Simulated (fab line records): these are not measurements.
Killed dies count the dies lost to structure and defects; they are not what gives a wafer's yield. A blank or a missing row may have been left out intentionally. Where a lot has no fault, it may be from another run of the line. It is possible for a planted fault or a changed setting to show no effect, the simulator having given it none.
Which tool was responsible? :: flow gf180mcu :: 7 lots, 21 wafers sampled, at 2 steps of a route of 602

== WHAT THE GAUGES SHOWED, per wafer ==
GF_MVSD_OVL_MEAS_07.
lot: L665
measured: day 5 08:41
on: overlay-02
MVSD_OVL (nm): 3.0 1.3 1.7

lot: L667
measured: day 5 15:41
on: overlay-02
MVSD_OVL (nm): 2.7 -0.9 1.2

lot: L670
measured: day 6 09:47
on: overlay-02
MVSD_OVL (nm): -0.3 -1.6 -0.6

lot: L673
measured: day 7 04:36
on: overlay-02
MVSD_OVL (nm): 1.8 2.8 1.0

lot: L680
measured: day 8 21:12
on: overlay-02
MVSD_OVL (nm): 239.4 241.3 240.1

lot: L682
measured: day 9 07:26
on: overlay-02
MVSD_OVL (nm): 0.0 0.0 2.9

lot: L684
measured: day 9 19:11
on: overlay-01
MVSD_OVL (nm): 0.7 -0.5 -0.2

== WHAT TOOL EACH LOT RAN ON (gives the tool, then ch and the chambers of the sampled wafers, and finally the start) ==
lot: L665
GF_MVSD_EXPOSE_04: ilineStepper-01 ch 0, day 5 01:52

lot: L667
GF_MVSD_EXPOSE_04: ilineStepper-02 ch 0, day 5 08:53

lot: L670
GF_MVSD_EXPOSE_04: ilineStepper-01 ch 0, day 6 02:14

lot: L673
GF_MVSD_EXPOSE_04: ilineStepper-02 ch 0, day 6 20:20

lot: L680
GF_MVSD_EXPOSE_04: ilineStepper-02 ch 0, day 8 13:04

lot: L682
GF_MVSD_EXPOSE_04: ilineStepper-01 ch 0, day 8 23:07

lot: L684
GF_MVSD_EXPOSE_04: ilineStepper-01 ch 0, day 9 10:17
- GF_MVSD_EXPOSE_04: exposes mask MVSD, target cd 1000 nm.

== THE ANSWER, worked out from the rows above alone ==
Rule: the lots themselves supply what counts as usual. The widest of any qualifying gaps counts: lots, ordered by their means at a reading, are off when they make up no more than a third of the lots, leave a main group of 4 or more, and stand apart from it by 3 or more times the standard deviation of that group's means. Not used: any main group whose means are identical at the precision the tables above print for the reading. Also off: a lot with no number at a reading for which 4 or more lots have one. Where the step has rows for the other lots, those lots are counted as sound.
Off: at GF_MVSD_OVL_MEAS_07 (MVSD_OVL), L680. Mean 0.8 nm and standard deviation 1 in the main group.
A tool fits if, at a process step before that reading, it ran every lot that is off, and no sound lot after the first of them. Gauges at GF_MVSD_OVL_MEAS_07: tried the same way as those tools. One candidate fits, namely ilineStepper-02 at GF_MVSD_EXPOSE_04. Its last sound lot is L673 (day 6 20:20), its first lot that is off L680 (day 8 13:04): a fault that began between those two fits.

== WHAT THE SIMULATOR HAD INSERTED ==
Scanner matching overlay: ilineStepper-02, from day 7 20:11 on, at GF_MVSD_EXPOSE_04. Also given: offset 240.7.
Shown lots that were struck: L680. The rule above found the same.
